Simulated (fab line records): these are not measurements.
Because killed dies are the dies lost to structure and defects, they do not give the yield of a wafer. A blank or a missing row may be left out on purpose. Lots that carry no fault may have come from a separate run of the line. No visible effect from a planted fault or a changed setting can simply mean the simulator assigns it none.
Which tool is to blame? :: flow gf180mcu :: 6 lots with 18 wafers sampled at 3 steps, on a route of 602 steps

WHAT THE GAUGES SHOWED, per wafer
GF_VT_IMPLANT_TW_MEAS_21.
lot: L412
measured: day 7 08:16
on: film_metro-03
VT_IMPLANT_2_TW: 30 30 30 30 30 30

lot: L414
measured: day 8 07:32
on: film_metro-03
VT_IMPLANT_2_TW: 1218 1211 1213

lot: L416
measured: day 8 10:22
on: film_metro-03
VT_IMPLANT_2_TW: 1216 1224 1220

lot: L424
measured: day 10 13:32
on: film_metro-04
VT_IMPLANT_2_TW: 1221 1222 1215

lot: L429
measured: day 11 20:24
on: film_metro-03
VT_IMPLANT_2_TW: 1215 1215 1213

lot: L431
measured: day 12 09:40
on: film_metro-03
VT_IMPLANT_2_TW: 1217 1218 1211

WHICH TOOL RAN EACH LOT (tool, then ch and the chambers of the sampled wafers, then the start)
lot: L412
GF_VT_IMPLANT_STRIP_09: plasma_asher-02 ch 0,1, day 6 16:18
GF_VT_IMPLANT_STRIP_20: plasma_asher-01 ch 0,1, day 7 08:09

lot: L414
GF_VT_IMPLANT_STRIP_09: plasma_asher-01 ch 0,1, day 7 14:19
GF_VT_IMPLANT_STRIP_20: plasma_asher-04 ch 0,1, day 8 07:26

lot: L416
GF_VT_IMPLANT_STRIP_09: plasma_asher-04 ch 0,1, day 7 17:34
GF_VT_IMPLANT_STRIP_20: plasma_asher-02 ch 0,1, day 8 10:16

lot: L424
GF_VT_IMPLANT_STRIP_09: plasma_asher-01 ch 0,1, day 9 19:41
GF_VT_IMPLANT_STRIP_20: plasma_asher-04 ch 0,1, day 10 13:26

lot: L429
GF_VT_IMPLANT_STRIP_09: plasma_asher-02 ch 0,1, day 11 01:29
GF_VT_IMPLANT_STRIP_20: plasma_asher-01 ch 0,1, day 11 20:18

lot: L431
GF_VT_IMPLANT_STRIP_09: plasma_asher-02 ch 0,1, day 11 14:36
GF_VT_IMPLANT_STRIP_20: plasma_asher-01 ch 0,1, day 12 09:34
- GF_VT_IMPLANT_STRIP_09: strips in O2/N2.
- GF_VT_IMPLANT_STRIP_20: strips in O2/N2.

THE ANSWER, worked out from the rows above alone
Rule: the usual values come from the lots themselves. The widest of any qualifying gaps counts: lots, ordered by their means at a reading, are off when they make up no more than a third of the lots, leave a main group of 4 or more, and stand apart from it by 3 or more times the standard deviation of that group's means. A main group whose means are all the same, to the digits that the tables above print for the reading, isn't used. Also off: a lot with no number at a reading for which 4 or more lots have one. The other lots that the step has rows for count as sound.
Off: L412, seen at GF_VT_IMPLANT_TW_MEAS_21 (VT_IMPLANT_2_TW). The main group: mean 1217, standard deviation 2.6.
If a tool, at a process step before that reading, ran all the lots that are off and no sound lot after the first of them, it fits. Gauges at GF_VT_IMPLANT_TW_MEAS_21: tried the same way as those tools. No candidate that was tried fits.

WHAT HAD BEEN PUT IN BY THE SIMULATOR
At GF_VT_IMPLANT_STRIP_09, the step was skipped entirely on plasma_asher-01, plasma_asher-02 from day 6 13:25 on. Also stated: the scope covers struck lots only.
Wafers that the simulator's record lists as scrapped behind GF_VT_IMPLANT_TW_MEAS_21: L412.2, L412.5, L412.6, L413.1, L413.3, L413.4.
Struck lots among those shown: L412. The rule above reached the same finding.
